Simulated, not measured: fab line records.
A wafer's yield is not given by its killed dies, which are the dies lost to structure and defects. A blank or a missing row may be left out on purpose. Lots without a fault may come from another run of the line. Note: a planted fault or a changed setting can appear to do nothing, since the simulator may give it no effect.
Which tool was responsible? / flow sky130 / 18 wafers sampled from 6 lots at 1 step of a route of 708

== WHAT EACH GAUGE READ, for each wafer ==
SKY_LI_CONTACT_RS_MEAS_22: uses a four-point probe to measure.
lot=L201; measured=day 30 19:24; on=film-metro-01; LI_CONTACT_W_RS (ohm/sq)=0.2804 0.2804 0.2796
lot=L205; measured=day 30 20:56; on=film-metro-04; LI_CONTACT_W_RS (ohm/sq)=0.2854 0.2839 0.2853
lot=L209; measured=day 32 04:00; on=film-metro-02; LI_CONTACT_W_RS (ohm/sq)=0.2841 0.2790 0.2824
lot=L210; measured=day 32 17:09; on=film-metro-04; LI_CONTACT_W_RS (ohm/sq)=0.2825 0.2836 0.2822
lot=L214; measured=day 34 20:29; on=film-metro-04; LI_CONTACT_W_RS (ohm/sq)=0.2870 0.2854 0.2901
lot=L221; measured=day 36 02:03; on=film-metro-01; LI_CONTACT_W_RS (ohm/sq)=0.2805 0.2800 0.2801

== WHICH TOOL RAN EACH LOT (tool, then ch and the chambers of the sampled wafers, then the start) ==
There is no process step in the record ahead of these readings.

== THE ANSWER, worked out from the rows above alone ==
Rule: usual is defined by the lots themselves. The widest of any qualifying gaps counts: lots, ordered by their means at a reading, are off when they make up no more than a third of the lots, leave a main group of 4 or more, and stand apart from it by 3 or more times the standard deviation of that group's means. If all means in a main group match to the digits the tables above print for the reading, that group is not used. A lot without any number at a reading at which 4 lots or more have one is off too. Any other lot the step has rows for is counted as sound.
None of the lots is off at any reading shown; this tells nothing.

== WHAT THE SIMULATOR PUT IN ==
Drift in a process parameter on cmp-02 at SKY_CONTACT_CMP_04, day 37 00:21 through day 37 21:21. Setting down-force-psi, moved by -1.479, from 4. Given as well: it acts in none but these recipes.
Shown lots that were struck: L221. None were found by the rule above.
